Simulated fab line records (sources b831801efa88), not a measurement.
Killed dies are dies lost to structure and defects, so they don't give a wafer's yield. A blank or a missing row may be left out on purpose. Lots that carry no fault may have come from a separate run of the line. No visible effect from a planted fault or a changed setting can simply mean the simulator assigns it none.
Problem report, 8D (eight disciplines) form, completed by code | flow gf180mcu | the parts of the form that need people (team, actions taken, sign-off) are left out

== 1. THE ISSUE ==
A mean of 499.2 W is read at GF_STI_ETCH_14 for rf fwd power W, taken on 1 wafer of 1 lot, against 596.6 W (standard deviation 2) on wafers free of any fault. That puts it -49 standard deviations away from the usual mean.
The step: etches Si in HBr/Cl2/O2, target depth 360 nm, time 102.9 s.
Earliest sighting: wafer L975.4 on rie si-01 at day 5 22:10. At this step, 15 wafers from 5 lots have a number in the record. The rule behind "out" and "out of limits": a value lying over 4 standard deviations away from the usual mean. Any other wafer with a number is counted as sound.

== 2. WHAT IT IS, WHAT IT ISN'T ==
question                    | is                             | is not
which readings at this step | rf fwd power W, oes product au | bias w, drypump motor current A
which lots                  | L975                           | L957, L966, L978, L980
which wafers of those lots  | L975.4                         | L975.1, L975.5
read on which tools         | rie si-01                      | rie si-02
when                        | from day 5 22:10               | up to then (8 sound wafers); but 6 sound wafers of L978, L980 came after

== 3. WHAT RULES OUT EACH SUSPECT ==
Counting: a tool at a process step up to the reading stays a suspect if it ran every lot that is out. Sound lots after the first of them don't rule it out here, since some wafers of a struck lot are sound.
- litho track-02 at GF_STI_DEHYDRATE_05 (time 61.85 s): kept. It ran the lot that is out, L975 (day 5 14:26); its last sound lot up to then is L966 (day 3 16:02).
- rie diel-04 at GF_STI_ETCH_13 (etches the open film in CHF3/O2, stops on Si, target depth 282.31 nm, time 112.9 s): kept. It ran the lot that is out, L975 (day 5 22:05); its last sound lot up to then is L966 (day 3 21:56).
- rie si-01 at GF_STI_ETCH_14 (etches Si in HBr/Cl2/O2, target depth 360 nm, time 102.9 s): kept. It ran the lot that is out, L975 (day 5 22:10); its last sound lot up to then is L966 (day 3 22:01). Its own readings are out on those wafers: oes product au, rf fwd power W.
- At GF_STI_ETCH_13 on rie diel-04, chamber 1 took the sound wafers of the same lots and chamber 3 took the wafers that are out.
- At GF_STI_ETCH_14 on rie si-01, chamber 3 took the sound wafers of the same lots and chamber 2 took the wafers that are out.
After the count, these remain: litho track-02 at GF_STI_DEHYDRATE_05, rie diel-04 at GF_STI_ETCH_13 and rie si-01 at GF_STI_ETCH_14.

== 4. THE CAUSE (what the simulator had put in) ==
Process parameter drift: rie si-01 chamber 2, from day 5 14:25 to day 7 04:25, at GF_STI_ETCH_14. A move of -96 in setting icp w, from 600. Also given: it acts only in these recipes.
After counting, 3 suspects remain, this tool included.

== 5. THE EFFECT CHAIN, in route order ==
Each row: a reading where the mean over the struck wafers with a number is more than 3 standard deviations away from the usual. Only readings for which the record gives a usual standard deviation are gone through. hours: the time from each lot's start at the first step in this table that gives one to its start at this step, as a median over the lots. sigmas: the change in usual standard deviations.
hours | step           | reading            | usual      | on struck wafers | change | sigmas
0     | GF_STI_ETCH_14 | oes product au     | 0.997 a.u. | 0.941            | -0.056 | -4.7
0     | GF_STI_ETCH_14 | rf fwd power W     | 596.6 W    | 499.2            | -97.4  | -49
0     | GF_STI_ETCH_14 | throttle valve pct | 25.658 %   | 25.700           | +0.042 | +3.5
Process steps it contains:
- GF_STI_ETCH_14: etches Si in HBr/Cl2/O2, target depth 360 nm, time 102.9 s.

== 6. HOW IT WOULD HAVE BEEN CAUGHT EARLIER ==
In this record the first reading out of limits was taken at day 5 22:10, 8 hours after the fault began at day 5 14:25.
